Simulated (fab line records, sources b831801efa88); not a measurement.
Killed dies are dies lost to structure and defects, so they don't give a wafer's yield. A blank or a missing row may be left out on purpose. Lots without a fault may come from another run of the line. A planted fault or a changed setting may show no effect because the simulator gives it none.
Which tool did it? | flow gf180mcu | 7 lots, 21 wafers sampled, at 2 steps of a route of 602

WHAT THE GAUGES READ, wafer by wafer
GF_MIM_THK_MEAS_06.
lot  | measured     | on            | MIM_CVD_05_THK (nm)
L984 | day 25 00:49 | film_metro-02 | 41.1 42.1 42.1
L986 | day 25 15:00 | film_metro-02 | 41.0 40.6 41.8
L989 | day 27 04:06 | film_metro-01 | 40.7 42.2 41.5
L991 | day 28 02:35 | film_metro-02 | 41.4 41.3 42.0
L993 | day 28 18:49 | film_metro-02 | 41.6 41.7 41.6
L101 | day 30 08:37 | film_metro-01 | 40.6 40.8 41.4
L103 | day 30 18:33 | film_metro-01 | 40.8 41.3 41.9

WHICH TOOL RAN EACH LOT (tool, then ch and the chambers of the sampled wafers, then the start)
lot  | GF_MIM_SPUTTER_01
L984 | pvd_sputter-03, day 25 00:39
L986 | pvd_sputter-04, day 25 14:50
L989 | pvd_sputter-03, day 27 03:56
L991 | pvd_sputter-03, day 28 02:26
L993 | pvd_sputter-04, day 28 18:40
L101 | pvd_sputter-03, day 30 08:28
L103 | pvd_sputter-04, day 30 18:23
- GF_MIM_SPUTTER_01: material TiN, target thk 30 nm, time 25 s.

THE ANSWER, worked out from the rows above alone
Rule: what is usual is taken from the lots themselves. Put in order of their means at a reading, lots are off if they are a third of the lots or fewer, leave a main group of 4 or more, and stand apart from it by a gap of 3 or more times the standard deviation of the main group's means; of several such gaps the widest counts. A main group whose means are all the same, to the digits that the tables above print for the reading, isn't used. A lot without any number at a reading at which 4 lots or more have one is off too. The other lots that the step has rows for count as sound.
No lot is off at any reading shown: from this, nothing can be told.

WHAT THE SIMULATOR HAD PUT IN
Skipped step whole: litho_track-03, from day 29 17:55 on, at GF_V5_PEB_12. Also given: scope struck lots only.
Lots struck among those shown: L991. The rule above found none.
